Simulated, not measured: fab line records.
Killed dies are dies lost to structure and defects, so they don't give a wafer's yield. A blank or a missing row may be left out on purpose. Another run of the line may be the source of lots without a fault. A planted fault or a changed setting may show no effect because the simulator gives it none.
Comparing a struck lot with a sound one | flow sky130 | 32 steps out of a route of 708
Sound: wafers L179.2, L179.3, L179.4. Wafers L166.3, L166.4, L166.5 were the ones struck. Last of all comes the cause.
Order at every step that has rows: each side's tool, ch and its chambers, its first start. Under that, the readings that differ: sound wafers | struck wafers | difference of the means | sigmas: that difference in standard deviations of wafers without a fault.
alike: words and numbers the same on both sides, and readings whose means are apart by under 2 such deviations; not compared: readings that were withheld, readings missing a value for some wafer, numbers with overlapping values and no deviation given by the record, and bounds like >300 which may hide the same value.
A row with sigmas, a row that says differs or no value, or rows on one side alone: a step with any of these is where the two part. When numbers do not overlap yet have no deviation, they are printed without sigmas and do not part them. A reading missing from all wafers of one side parts the sides only when that side holds two or more wafers.

SKY_PWDE_OVL_MEAS_07:
  sound on overlay-01 at day 7 13:34; struck on overlay-01 at day 4 10:25
  alike: PWDE_OVL
after that, 1 step had no rows for these wafers: SKY_PWDE_IMPLANT_08.
SKY_PWDE_STRIP_09: strips in O2/N2.
  sound on plasma asher-04 ch 0,1, day 7 13:44; struck on plasma asher-04 ch 0,1, day 4 10:38
  alike: chamber pressure mTorr, drypump motor current A, oes product au, strip time to endpoint s
  not compared: rf hours counter h
SKY_PWDE_TW_MEAS_10:
  sound on film metro-04 at day 7 13:51; struck on film metro-04 at day 4 10:43
  alike: PWDE_TW
then, 7 steps without rows for these wafers: SKY_NWELL_DEHYDRATE_03 (time 60 s); SKY_NWELL_HMDS_04 (prime time 60 s); SKY_NWELL_COAT_05 (resist thk 3000 nm); SKY_NWELL_SOFTBAKE_06; SKY_NWELL_EXPOSE_07 (exposes mask NWM, target cd 840 nm); SKY_NWELL_PEB_08; SKY_NWELL_DEVELOP_09 (develop time 60 s).
SKY_NWELL_OVL_MEAS_10:
  sound on overlay-01 at day 8 10:22; struck on overlay-01 at day 5 02:28
  alike: NWELL_00_OVL
SKY_NWELL_IMPLANT_11:
  sound on implanter-02 ch 0, day 8 10:25; struck on implanter-02 ch 0, day 5 02:33
  reading                   | sound                | struck               | difference | sigmas
  beam energy keV           | 399.94 399.91 400.15 | 282.45 282.31 282.30 | -117.65    | -99 or more
  model.implant.rp nm (nm)  | 505.9 505.9 505.9    | 364.1 364.1 364.1    | -141.8     |
  model.implant.drp nm (nm) | 116.9 116.9 116.9    | 97.92 97.92 97.92    | -18.98     |
then, 2 steps without rows for these wafers: SKY_NWELL_IMPLANT_12; SKY_NWELL_IMPLANT_13.
SKY_NWELL_STRIP_14: strips in O2/N2.
  sound on plasma asher-04 ch 0,1, day 8 10:51; struck on plasma asher-04 ch 0,1, day 5 02:59
  alike: chamber pressure mTorr, drypump motor current A, oes product au, strip time to endpoint s
  not compared: rf hours counter h
SKY_NWELL_TW_MEAS_15:
  sound on film metro-04 at day 8 10:58; struck on film metro-04 at day 5 03:04
  reading  | sound          | struck         | difference | sigmas
  NWELL_TW | 1848 1837 1836 | 1762 1755 1762 | -81        | -4
then, 7 steps without rows for these wafers: SKY_NWELL_DEHYDRATE_16 (time 60 s); SKY_NWELL_HMDS_17 (prime time 60 s); SKY_NWELL_COAT_18 (resist thk 3000 nm); SKY_NWELL_SOFTBAKE_19; SKY_NWELL_EXPOSE_20 (exposes mask NWM COMPLEMENT, target cd 840 nm); SKY_NWELL_PEB_21; SKY_NWELL_DEVELOP_22 (develop time 60 s).
SKY_NWELL_OVL_MEAS_23:
  sound on overlay-01 at day 9 08:37; struck on overlay-02 at day 5 20:40
  alike: NWELL_01_OVL
after that, 1 step had no rows for these wafers: SKY_NWELL_IMPLANT_24.
SKY_NWELL_STRIP_25: strips in O2/N2.
  sound on plasma asher-02 ch 0,1, day 9 08:48; struck on plasma asher-03 ch 0,1, day 5 20:53
  alike: chamber pressure mTorr, drypump motor current A, oes product au, strip time to endpoint s
  not compared: rf hours counter h
SKY_NWELL_TW_MEAS_26:
  sound on film metro-02 at day 9 08:55; struck on film metro-02 at day 5 20:58
  alike: NWELL_2_TW
then, 1 step without rows for these wafers: SKY_NWELL_CLEAN_27 (cleans in SC1/SC2, time 150 s).
SKY_NWELL_RTA_28: time 30 s.
  sound on rtp anneal-02 ch 0, day 9 09:02; struck on rtp anneal-02 ch 0, day 5 21:05
  alike: anneal temp c max, lamp power pct, wafer_temp_C_max
SKY_NWELL_RS_MEAS_29: uses a four-point probe to measure.
  sound on film metro-02 at day 9 09:08; struck on film metro-01 at day 5 21:11
  reading           | sound             | struck            | difference | sigmas
  NWELL_RS (ohm/sq) | 624.3 622.9 626.0 | 685.4 681.3 683.9 | +59.1      | +39
-- the record jumps here: 41 days lie between the struck wafers' starts before and after (it left off in module NWELL and takes up again in module PAD_OPEN, whose first step shown is number 708 of the route) --
SKY_PAD_OPEN_PROBE_99:
  sound on prober-02 at day 49 12:20; struck on prober-01 at day 46 10:25
  reading                                | sound                         | struck                        | difference | sigmas
  model.etest.res nwell.line ohm um      | 1108 1110 1079                | 3686 3549 3418                | +2452      |
  model.etest.nfet_16v.r on ohm um       | 1.409e+04 1.413e+04 1.401e+04 | 1.645e+04 1.624e+04 1.615e+04 | +2.203e+03 |
  model.etest.pfet_16v.r on ohm um       | 1.506e+04 1.491e+04 1.481e+04 | 1.727e+04 1.696e+04 1.702e+04 | +2.157e+03 |
  model.etest.res nwell.rs ohm sq        | 917 910.6 893.8               | 2689 2627 2558                | +1718      |
  model.etest.pfet g5v0d10v5.r on ohm um | 4623 4682 4606                | 5267 5188 5075                | +540       |
  model.etest.tip_p_5v.rs ohm sq         | 2810 2794 2804                | 3314 3291 3283                | +493       |
  model.etest.tip p.rs ohm sq            | 6890 6933 6888                | 7178 7143 7174                | +261       |
  model.etest.pfet_01v8.r on ohm um      | 2940 2931 2910                | 3029 3001 2953                | +67        |
  alike: killed_at_M0_to_M3, killed_at_M4_up, killed at contacts, killed at front end, killed at other, killed dies, killed open, killed short

WHERE THEY PART
First at SKY_NWELL_IMPLANT_11; last, within this record, at SKY_NWELL_RS_MEAS_29. Later steps at which nothing parts them and some readings are alike: SKY_PAD_OPEN_PROBE_99.

WHY: whatever the simulator had introduced
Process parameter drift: implanter-02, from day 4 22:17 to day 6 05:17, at SKY_NWELL_IMPLANT_11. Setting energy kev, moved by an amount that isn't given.
